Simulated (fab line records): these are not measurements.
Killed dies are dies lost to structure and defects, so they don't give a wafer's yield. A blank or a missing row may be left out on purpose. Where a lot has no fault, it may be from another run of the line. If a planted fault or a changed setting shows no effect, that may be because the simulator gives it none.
Matching of chambers + flow gf180mcu + pecvd-01 running GF_PASSIVATION_CVD_00: 3 sister chambers
The step deposits SiO2 from TEOS, target thk 1000 nm, time 111.95 s. 3 wafers are shown with their chamber, then 12 later ones without.

== WAFERS WITH THEIR CHAMBER ==
| wafer  | chamber | heaterPowerW (W) |
|--------|---------|------------------|
| L086.1 | 2       | 676              |
| L087.5 | 0       | 753              |
| L087.6 | 1       | 708              |

== WAFERS WITH NO CHAMBER GIVEN ==
| wafer  | heaterPowerW (W) |
|--------|------------------|
| L092.1 | 813              |
| L092.3 | 683              |
| L092.4 | 712              |
| L093.1 | 820              |
| L093.2 | 738              |
| L093.3 | 822              |
| L093.4 | 596              |
| L093.5 | 841              |
| L093.6 | 858              |
| L094.3 | 685              |
| L094.5 | 595              |
| L094.6 | 768              |

== EACH ONE'S CHAMBER ==
| wafer  | from the rows above          | in truth |
|--------|------------------------------|----------|
| L092.1 | can't be placed: 0 or 1 or 2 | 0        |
| L092.3 | can't be placed: 2 or 1 or 0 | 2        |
| L092.4 | can't be placed: 1 or 2 or 0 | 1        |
| L093.1 | can't be placed: 0 or 1 or 2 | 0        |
| L093.2 | can't be placed: 0 or 1 or 2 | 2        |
| L093.3 | can't be placed: 0 or 1 or 2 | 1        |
| L093.4 | can't be placed: 2 or 1 or 0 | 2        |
| L093.5 | can't be placed: 0 or 1 or 2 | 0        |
| L093.6 | can't be placed: 0 or 1 or 2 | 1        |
| L094.3 | can't be placed: 2 or 1 or 0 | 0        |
| L094.5 | can't be placed: 2 or 1 or 0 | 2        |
| L094.6 | can't be placed: 0 or 1 or 2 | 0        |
Correct placement for 0 of the 12. From these rows, 12 cannot be placed; in 12 the true chamber is one of the candidates. Wrongly placed: 0.
How it was worked out, from the rows above alone: a wafer's distance from a chamber is the root of the sum, over the readings, of the square of ((its reading less the chamber's mean) divided by the reading's scatter). The wafer belongs to the nearest chamber; if the next one is less than 2 further off, it can't be placed. For every chamber, the mean is computed from those of its wafers that are shown. The scatter (one wafer shown for each chamber): square how far every hidden wafer sits from the nearest shown wafer, average those squares and take the square root.
